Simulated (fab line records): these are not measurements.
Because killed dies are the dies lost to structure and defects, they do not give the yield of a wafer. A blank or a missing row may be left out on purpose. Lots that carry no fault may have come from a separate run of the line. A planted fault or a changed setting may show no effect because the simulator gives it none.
A sampling plan put to the test + flow gf180mcu + one fab line, 19 faults that these records tell of, each judged on the records of the lots that it struck
The line's own looks make up the plan; these are the steps of the route where a gauge or inspection reads the wafer and leaves it unchanged. A look is open to judgement when struck wafers have a number at it and the file gives its usual mean and standard deviation on fault-free wafers. Caught: the struck wafers' mean, at a look after the fault's first step, is 4 or more of those standard deviations (sigma) away from the usual mean. On the tool: here the same test is run on the tool's own readings at the fault's steps. If the struck wafers alone have a blank record, or they carry another recipe, that too counts as caught.

THE FAULTS, as the simulator had put them in
1. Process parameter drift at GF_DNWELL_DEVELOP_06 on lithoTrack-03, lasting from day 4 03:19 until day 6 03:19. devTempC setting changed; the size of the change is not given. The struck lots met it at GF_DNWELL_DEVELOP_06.
2. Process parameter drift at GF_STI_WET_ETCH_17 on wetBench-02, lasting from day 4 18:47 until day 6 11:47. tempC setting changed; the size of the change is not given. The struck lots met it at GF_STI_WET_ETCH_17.
3. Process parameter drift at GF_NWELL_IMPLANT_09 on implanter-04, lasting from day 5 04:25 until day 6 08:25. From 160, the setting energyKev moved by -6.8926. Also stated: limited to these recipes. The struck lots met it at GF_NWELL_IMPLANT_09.
4. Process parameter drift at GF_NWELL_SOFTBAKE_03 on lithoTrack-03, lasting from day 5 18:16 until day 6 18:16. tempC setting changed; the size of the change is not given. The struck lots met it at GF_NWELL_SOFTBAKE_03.
5. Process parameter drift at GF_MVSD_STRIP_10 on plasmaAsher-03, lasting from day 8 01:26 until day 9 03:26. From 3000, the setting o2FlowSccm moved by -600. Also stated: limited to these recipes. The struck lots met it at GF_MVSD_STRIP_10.
6. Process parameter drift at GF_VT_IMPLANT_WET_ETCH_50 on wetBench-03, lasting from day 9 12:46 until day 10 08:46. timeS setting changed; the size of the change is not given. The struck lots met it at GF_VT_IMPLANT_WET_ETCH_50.
7. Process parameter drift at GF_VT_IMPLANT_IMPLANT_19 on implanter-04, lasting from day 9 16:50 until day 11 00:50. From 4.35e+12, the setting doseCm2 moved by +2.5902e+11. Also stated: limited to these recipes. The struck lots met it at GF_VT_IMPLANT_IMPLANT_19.
8. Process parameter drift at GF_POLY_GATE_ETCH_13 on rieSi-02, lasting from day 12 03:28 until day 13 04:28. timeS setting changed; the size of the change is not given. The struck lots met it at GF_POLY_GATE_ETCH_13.
9. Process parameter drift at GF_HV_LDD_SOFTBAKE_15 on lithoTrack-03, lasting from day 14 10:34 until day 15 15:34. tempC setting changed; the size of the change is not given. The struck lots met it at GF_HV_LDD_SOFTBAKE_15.
10. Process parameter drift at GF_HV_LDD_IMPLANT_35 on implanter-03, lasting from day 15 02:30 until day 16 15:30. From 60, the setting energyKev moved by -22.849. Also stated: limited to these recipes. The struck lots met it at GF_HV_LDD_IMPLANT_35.
11. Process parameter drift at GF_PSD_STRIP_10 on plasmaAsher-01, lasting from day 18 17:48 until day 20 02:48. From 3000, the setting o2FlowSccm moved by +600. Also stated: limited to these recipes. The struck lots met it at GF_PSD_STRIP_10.
12. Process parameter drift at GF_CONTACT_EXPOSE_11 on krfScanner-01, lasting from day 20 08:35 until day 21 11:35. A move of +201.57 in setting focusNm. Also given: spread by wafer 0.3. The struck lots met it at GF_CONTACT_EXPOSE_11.
13. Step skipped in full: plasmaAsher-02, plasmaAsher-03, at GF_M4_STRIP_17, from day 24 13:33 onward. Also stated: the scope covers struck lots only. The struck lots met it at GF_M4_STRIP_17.
14. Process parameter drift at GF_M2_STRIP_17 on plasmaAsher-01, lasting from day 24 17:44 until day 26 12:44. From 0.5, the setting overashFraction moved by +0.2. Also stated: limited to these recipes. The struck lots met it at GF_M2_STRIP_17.
15. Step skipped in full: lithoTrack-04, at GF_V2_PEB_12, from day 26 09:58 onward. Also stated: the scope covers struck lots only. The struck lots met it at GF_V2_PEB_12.
16. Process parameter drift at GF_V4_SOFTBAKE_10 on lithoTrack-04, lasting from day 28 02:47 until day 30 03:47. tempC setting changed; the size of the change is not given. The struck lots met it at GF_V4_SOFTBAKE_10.
17. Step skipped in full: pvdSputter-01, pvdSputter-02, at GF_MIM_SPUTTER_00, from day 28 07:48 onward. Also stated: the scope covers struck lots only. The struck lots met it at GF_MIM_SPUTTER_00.
18. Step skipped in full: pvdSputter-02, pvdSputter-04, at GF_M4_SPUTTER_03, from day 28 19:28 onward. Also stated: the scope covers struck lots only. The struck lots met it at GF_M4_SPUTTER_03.
19. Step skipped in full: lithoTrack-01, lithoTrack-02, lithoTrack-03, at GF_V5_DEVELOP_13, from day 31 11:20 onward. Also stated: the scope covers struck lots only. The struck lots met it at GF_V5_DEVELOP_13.

WHAT THE PLAN SAW
| fault | on the tool itself                               | first look that catches it                      | reading, sigma | median hours from its first step to that look | hours from the fault's start to the first struck lot there | judged looks passed uncaught |
|-------|--------------------------------------------------|-------------------------------------------------|----------------|-----------------------------------------------|------------------------------------------------------------|------------------------------|
| 1     | developerTempC +8.4 sigma                        | no look after it can be judged                  | -              | -                                             | -                                                          | 0                            |
| 2     | tempC -27 sigma                                  | not the one look that can be judged after it    | -              | -                                             | -                                                          | 1                            |
| 3     | beamEnergyKeV -99 or beyond sigma                | none of the 2 looks that can be judged after it | -              | -                                             | -                                                          | 2                            |
| 4     | plateTempC -25 sigma                             | not the one look that can be judged after it    | -              | -                                             | -                                                          | 1                            |
| 5     | o2FlowSccm -70 sigma                             | none of the 2 looks that can be judged after it | -              | -                                             | -                                                          | 2                            |
| 6     | runLengthS +6.0 sigma                            | not the one look that can be judged after it    | -              | -                                             | -                                                          | 1                            |
| 7     | doseIonsCm2 +57 sigma                            | not the one look that can be judged after it    | -              | -                                             | -                                                          | 1                            |
| 8     | runLengthS +25 sigma                             | not the one look that can be judged after it    | -              | -                                             | -                                                          | 1                            |
| 9     | heaterPowerTotalW -83 sigma                      | not the one look that can be judged after it    | -              | -                                             | -                                                          | 1                            |
| 10    | beamEnergyKeV -99 or beyond sigma                | GF_HV_LDD_RS_MEAS_53                            | HV_LDD_RS -5.3 | 23.0                                          | 29                                                         | 0                            |
| 11    | o2FlowSccm +67 sigma                             | not the one look that can be judged after it    | -              | -                                             | -                                                          | 1                            |
| 12    | exposureDoseMJCm2 +9.0 sigma                     | not the one look that can be judged after it    | -              | -                                             | -                                                          | 1                            |
| 13    | the tool's record is blank for the struck wafers | no look after it can be judged                  | -              | -                                             | -                                                          | 0                            |
| 14    | under 2 sigma                                    | not the one look that can be judged after it    | -              | -                                             | -                                                          | 1                            |
| 15    | the tool's record is blank for the struck wafers | no look after it can be judged                  | -              | -                                             | -                                                          | 0                            |
| 16    | heaterPowerTotalW -81 sigma                      | GF_V4_CD_MEAS_14                                | cdNm -8.4      | 10.3                                          | 11                                                         | 0                            |
| 17    | the tool's record is blank for the struck wafers | no look after it can be judged                  | -              | -                                             | -                                                          | 0                            |
| 18    | the tool's record is blank for the struck wafers | no look after it can be judged                  | -              | -                                             | -                                                          | 0                            |
| 19    | the tool's record is blank for the struck wafers | no look after it can be judged                  | -              | -                                             | -                                                          | 0                            |
Dash: fault not caught, or number not given in these records.

Caught at a look: 2 of 19. Caught on the tool: 18 of 19. By one or the other: 18 of 19.
Caught on the tool alone: faults 1, 2, 3, 4, 5, 6, 7, 8, 9, 11, 12, 13, 15, 17, 18, 19.
Caught by neither: fault 14.

THINNER SAMPLING
In the worst case, this is how late the first struck lot would be measured if the look that catches a fault measured only every second or every third lot, by lot number:
| fault | struck lots at that look, in order of time | every lot | every second lot | every third lot |
|-------|--------------------------------------------|-----------|------------------|-----------------|
| 10    | L155, L158                                 | 29 h      | 47 h             | may miss all 2  |
| 16    | L444, L448                                 | 11 h      | may miss all 2   | may miss all 2  |
Hours: fault start to first struck lot measured. Since the struck wafers were tested as one group against 4 sigma, a single lot by itself may lie under the limit. Other struck lots may not be in these records.

THE LONGEST TIMED WAY FROM STEP TO LOOK
Fault 10: median gap of 23.0 hours between GF_HV_LDD_IMPLANT_35 and GF_HV_LDD_RS_MEAS_53. No look between them can be judged.
